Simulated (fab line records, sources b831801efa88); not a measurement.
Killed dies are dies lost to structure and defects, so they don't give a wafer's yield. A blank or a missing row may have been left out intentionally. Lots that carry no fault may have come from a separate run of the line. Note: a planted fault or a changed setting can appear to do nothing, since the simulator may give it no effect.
A struck lot beside a sound one    flow sky130    18 out of 708 route steps
Sound: these wafers, L866.2, L866.4, L866.5. Wafers struck: L876.1, L876.2, L876.6. The cause is given at the end.
Per side, at each step with rows, come the tool, then ch with its chambers, and then its first start. Under that, the readings that differ: sound wafers    struck wafers    difference of the means    sigmas: that difference in standard deviations of wafers without a fault.
alike: readings whose means differ by less than 2 such deviations, and words and numbers that are the same on both sides. not compared: withheld readings, readings that some wafer has no value for, bounds like >300 that may hide the same value, and numbers for which the record gives no deviation and whose values overlap.
The two part at a step that has a row with sigmas, a row that says differs or no value, or rows on one side only. Non-overlapping numbers with no deviation appear without sigmas and do not part them. Lack of a reading on every wafer of one side parts them only where that side has two or more wafers.

first, 3 steps without rows for these wafers: SKY_VT_ADJUST_NCORE_EXPOSE_04 (exposes mask LVTN COMPLEMENT THIN, target cd 380 nm); SKY_VT_ADJUST_NCORE_PEB_05; SKY_VT_ADJUST_NCORE_DEVELOP_06 (develop time 60 s).
SKY_VT_ADJUST_NCORE_CD_MEAS_07: the cd target is 380 nm.
  sound: cd-sem-01 at day 10 06:29; struck: cd-sem-02 at day 12 23:11
  alike: cd-nm
SKY_VT_ADJUST_NCORE_OVL_MEAS_08:
  sound: overlay-01 at day 10 06:35; struck: overlay-01 at day 12 23:18
  alike: VT_ADJUST_NCORE_OVL
after that, 1 step had no rows for these wafers: SKY_VT_ADJUST_NCORE_IMPLANT_09.
SKY_VT_ADJUST_NCORE_STRIP_10: strips in O2/N2.
  sound on plasma-asher-01 ch 0,1, day 10 06:46; struck on plasma-asher-02 ch 0,1, day 12 23:29
  alike: drypump-motor-current-A, oes-product-au, strip-time-to-endpoint-s
  not compared: rf-hours-counter-h
SKY_VT_ADJUST_NCORE_TW_MEAS_11:
  sound: film-metro-04 at day 10 06:53; struck: film-metro-04 at day 12 23:36
  alike: VT_ADJUST_NCORE_TW
then, 4 steps without rows for these wafers: SKY_VT_ADJUST_HVTR_DEHYDRATE_00 (time 60 s); SKY_VT_ADJUST_HVTR_HMDS_01 (prime time 60 s); SKY_VT_ADJUST_HVTR_COAT_02 (resist thk 1140 nm); SKY_VT_ADJUST_HVTR_SOFTBAKE_03 (time 60 s).
SKY_VT_ADJUST_HVTR_EXPOSE_04: exposes mask HVTRM, target cd 380 nm.
  sound on iline-stepper-02 ch 0, day 10 19:01; struck on iline-stepper-01 ch 0, day 13 13:19
reading                                 sound                 struck             difference  sigmas
reticle-temp-C (C)                      22.87 22.94 22.82     23.23 23.06 23.09  +0.25       +2
model.VT_ADJUST_HVTR.overlay-x-nm (nm)  0.7075 0.7075 0.7075  152.3 152.3 152.3  +151.6      
  alike: mask, focus-offset-nm
then, 2 steps without rows for these wafers: SKY_VT_ADJUST_HVTR_PEB_05; SKY_VT_ADJUST_HVTR_DEVELOP_06 (develop time 60 s).
SKY_VT_ADJUST_HVTR_CD_MEAS_07: the cd target is 380 nm.
  sound: cd-sem-02 at day 11 06:00; struck: cd-sem-01 at day 14 01:23
  alike: cd-nm
SKY_VT_ADJUST_HVTR_OVL_MEAS_08:
  sound: overlay-02 at day 11 06:07; struck: overlay-01 at day 14 01:42
reading                  sound         struck             difference  sigmas
VT_ADJUST_HVTR_OVL (nm)  1.4 -1.2 0.9  153.0 153.6 154.0  +153.2      +99 or more
  not compared: hold
SKY_PAD_OPEN_PROBE_99:
  the record has rows for the sound wafers here (prober-01, day 48 03:38) and none for the struck ones

WHERE THEY PART
First at SKY_VT_ADJUST_HVTR_EXPOSE_04; last, within this record, at SKY_PAD_OPEN_PROBE_99.

WHY: whatever the simulator had introduced
Scanner matching overlay: iline-stepper-01, from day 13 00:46 on, at SKY_VT_ADJUST_HVTR_EXPOSE_04. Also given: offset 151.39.
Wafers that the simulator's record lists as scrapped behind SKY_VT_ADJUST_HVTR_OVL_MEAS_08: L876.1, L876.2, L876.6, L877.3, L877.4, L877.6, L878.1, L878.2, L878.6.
